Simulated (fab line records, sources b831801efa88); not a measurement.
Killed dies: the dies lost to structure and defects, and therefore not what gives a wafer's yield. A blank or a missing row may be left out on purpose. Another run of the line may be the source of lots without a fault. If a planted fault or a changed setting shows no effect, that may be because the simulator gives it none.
What tool caused it? || flow gf180mcu || 36 wafers from 12 lots sampled at 3 of the route's 602 steps

WHAT THE GAUGES SHOWED, per wafer
GF_PSD_RS_MEAS_14: the measuring method here is four-point-probe. Usual: NSD_RS 46.14 ohm/sq, standard deviation 0.088.
{"lot": "L484", "measured": "day 14 08:53", "on": "film metro-04", "NSD_RS (ohm/sq)": "46.21 46.14 46.11", "flag": ""}
{"lot": "L485", "measured": "day 14 19:29", "on": "film metro-03", "NSD_RS (ohm/sq)": "46.01 46.23 46.08", "flag": ""}
{"lot": "L486", "measured": "day 15 01:22", "on": "film metro-03", "NSD_RS (ohm/sq)": "46.02 46.06 46.07", "flag": ""}
{"lot": "L488", "measured": "day 15 19:17", "on": "film metro-03", "NSD_RS (ohm/sq)": "46.09 46.16 46.12", "flag": ""}
{"lot": "L489", "measured": "day 16 00:29", "on": "film metro-01", "NSD_RS (ohm/sq)": "46.14 46.14 46.14", "flag": ""}
{"lot": "L493", "measured": "day 17 11:02", "on": "film metro-01", "NSD_RS (ohm/sq)": "46.26 46.05 46.20", "flag": ""}
{"lot": "L494", "measured": "day 17 21:18", "on": "film metro-03", "NSD_RS (ohm/sq)": "46.03 47.28 46.07 46.03 47.35 46.06", "flag": "OFF"}
{"lot": "L495", "measured": "day 18 04:17", "on": "film metro-01", "NSD_RS (ohm/sq)": "46.07 47.27 47.29 46.11 47.25 47.23", "flag": "OFF"}
{"lot": "L504", "measured": "day 21 09:09", "on": "film metro-01", "NSD_RS (ohm/sq)": "46.11 45.98 46.00", "flag": ""}
{"lot": "L505", "measured": "day 21 11:00", "on": "film metro-03", "NSD_RS (ohm/sq)": "46.00 46.17 46.17", "flag": ""}
{"lot": "L506", "measured": "day 21 19:25", "on": "film metro-04", "NSD_RS (ohm/sq)": "46.21 46.17 46.19", "flag": ""}
{"lot": "L507", "measured": "day 22 13:35", "on": "film metro-01", "NSD_RS (ohm/sq)": "46.12 46.19 46.11", "flag": ""}

GF_PSD_RS_MEAS_15: the measuring method here is four-point-probe. Usual: PSD_RS 108.56 ohm/sq, standard deviation 0.28.
{"lot": "L484", "measured": "day 14 09:01", "on": "film metro-04", "PSD_RS (ohm/sq)": "108.69 108.56 108.63", "flag": ""}
{"lot": "L485", "measured": "day 14 19:37", "on": "film metro-03", "PSD_RS (ohm/sq)": "108.67 108.60 108.45", "flag": ""}
{"lot": "L486", "measured": "day 15 01:29", "on": "film metro-03", "PSD_RS (ohm/sq)": "107.98 108.20 108.55", "flag": ""}
{"lot": "L488", "measured": "day 15 19:24", "on": "film metro-03", "PSD_RS (ohm/sq)": "108.79 108.88 108.76", "flag": ""}
{"lot": "L489", "measured": "day 16 00:36", "on": "film metro-01", "PSD_RS (ohm/sq)": "108.64 108.62 108.41", "flag": ""}
{"lot": "L493", "measured": "day 17 11:09", "on": "film metro-01", "PSD_RS (ohm/sq)": "108.84 108.51 108.58", "flag": ""}
{"lot": "L494", "measured": "day 18 05:01", "on": "film metro-03", "PSD_RS (ohm/sq)": "108.65 111.79 108.56 108.61 111.81 108.48", "flag": "OFF"}
{"lot": "L495", "measured": "day 18 07:50", "on": "film metro-01", "PSD_RS (ohm/sq)": "108.37 111.41 111.40 108.25 111.40 111.66", "flag": "OFF"}
{"lot": "L504", "measured": "day 21 09:16", "on": "film metro-01", "PSD_RS (ohm/sq)": "108.05 108.16 108.26", "flag": ""}
{"lot": "L505", "measured": "day 21 11:07", "on": "film metro-03", "PSD_RS (ohm/sq)": "108.35 108.43 108.49", "flag": ""}
{"lot": "L506", "measured": "day 21 19:32", "on": "film metro-04", "PSD_RS (ohm/sq)": "108.21 108.41 108.35", "flag": ""}
{"lot": "L507", "measured": "day 22 13:43", "on": "film metro-01", "PSD_RS (ohm/sq)": "108.69 108.65 108.51", "flag": ""}

WHICH TOOL RAN EACH LOT (tool, then ch and the chambers of the sampled wafers, then the start)
{"lot": "L484", "GF_PSD_RTA_13": "rtp anneal-02 ch 0, day 14 08:48"}
{"lot": "L485", "GF_PSD_RTA_13": "rtp anneal-01 ch 0, day 14 19:24"}
{"lot": "L486", "GF_PSD_RTA_13": "rtp anneal-02 ch 0, day 15 01:17"}
{"lot": "L488", "GF_PSD_RTA_13": "rtp anneal-01 ch 0, day 15 19:11"}
{"lot": "L489", "GF_PSD_RTA_13": "rtp anneal-01 ch 0, day 16 00:24"}
{"lot": "L493", "GF_PSD_RTA_13": "rtp anneal-02 ch 0, day 17 10:56"}
{"lot": "L494", "GF_PSD_RTA_13": "rtp anneal-02 ch 0, day 17 21:13"}
{"lot": "L495", "GF_PSD_RTA_13": "rtp anneal-02 ch 0, day 18 04:12"}
{"lot": "L504", "GF_PSD_RTA_13": "rtp anneal-02 ch 0, day 21 09:04"}
{"lot": "L505", "GF_PSD_RTA_13": "rtp anneal-01 ch 0, day 21 10:55"}
{"lot": "L506", "GF_PSD_RTA_13": "rtp anneal-01 ch 0, day 21 19:20"}
{"lot": "L507", "GF_PSD_RTA_13": "rtp anneal-01 ch 0, day 22 13:30"}
- GF_PSD_RTA_13: time 20 s.

WHAT THE TOOLS THEMSELVES READ (means of the sampled wafers that have a number; where no wafer has one, the mark that the record gives instead)
GF_PSD_RTA_13. Usual: lamp power pct 33.5 %, standard deviation 0.64; run length s 48.78 s, standard deviation 0.15; wafer_temp_C_max 1028.8, standard deviation 1.2.
{"lot": "L484", "tool": "rtp anneal-02", "lamp power pct (%)": 32.9, "run length s (s)": 48.78, "wafer_temp_C_max": 1030.1, "flag": ""}
{"lot": "L485", "tool": "rtp anneal-01", "lamp power pct (%)": 34.3, "run length s (s)": 48.64, "wafer_temp_C_max": 1027.9, "flag": ""}
{"lot": "L486", "tool": "rtp anneal-02", "lamp power pct (%)": 32.9, "run length s (s)": 48.99, "wafer_temp_C_max": 1029.8, "flag": ""}
{"lot": "L488", "tool": "rtp anneal-01", "lamp power pct (%)": 34.2, "run length s (s)": 48.61, "wafer_temp_C_max": 1027.0, "flag": ""}
{"lot": "L489", "tool": "rtp anneal-01", "lamp power pct (%)": 34.3, "run length s (s)": 48.85, "wafer_temp_C_max": 1028.9, "flag": ""}
{"lot": "L493", "tool": "rtp anneal-02", "lamp power pct (%)": 32.9, "run length s (s)": 48.81, "wafer_temp_C_max": 1030.1, "flag": ""}
{"lot": "L494", "tool": "rtp anneal-02", "lamp power pct (%)": 32.9, "run length s (s)": 47.18, "wafer_temp_C_max": 1029.8, "flag": "OFF"}
{"lot": "L495", "tool": "rtp anneal-02", "lamp power pct (%)": 32.9, "run length s (s)": 45.84, "wafer_temp_C_max": 1030.3, "flag": "OFF"}
{"lot": "L504", "tool": "rtp anneal-02", "lamp power pct (%)": 32.9, "run length s (s)": 49.02, "wafer_temp_C_max": 1029.6, "flag": ""}
{"lot": "L505", "tool": "rtp anneal-01", "lamp power pct (%)": 34.2, "run length s (s)": 48.65, "wafer_temp_C_max": 1027.7, "flag": ""}
{"lot": "L506", "tool": "rtp anneal-01", "lamp power pct (%)": 34.2, "run length s (s)": 48.68, "wafer_temp_C_max": 1028.1, "flag": ""}
{"lot": "L507", "tool": "rtp anneal-01", "lamp power pct (%)": 34.2, "run length s (s)": 48.78, "wafer_temp_C_max": 1027.0, "flag": ""}

THE ANSWER, worked out from the rows above alone
Rule: lot off if the mean of its wafers having a number is beyond 3 standard deviations from the usual mean. A lot without any number at a reading at which 4 lots or more have one is off too. The other lots that the step has rows for count as sound. First the gauges in route order, then the tools' own readings, where a lot's mean is used as printed above. At the first step where some lot is off, the reading lying furthest off is the one used; lots without a number count as furthest.
Off: L494, L495, seen at GF_PSD_RS_MEAS_14 (NSD_RS).
A tool fits if, at a process step before that reading, it ran every lot that is off, and no sound lot after the first of them. Not tried: the gauges at GF_PSD_RS_MEAS_14; whatever is off there is also off at GF_PSD_RTA_13, on other tools, and gauge error can't account for it. No candidate that was tried fits.

WHAT HAD BEEN PUT IN BY THE SIMULATOR
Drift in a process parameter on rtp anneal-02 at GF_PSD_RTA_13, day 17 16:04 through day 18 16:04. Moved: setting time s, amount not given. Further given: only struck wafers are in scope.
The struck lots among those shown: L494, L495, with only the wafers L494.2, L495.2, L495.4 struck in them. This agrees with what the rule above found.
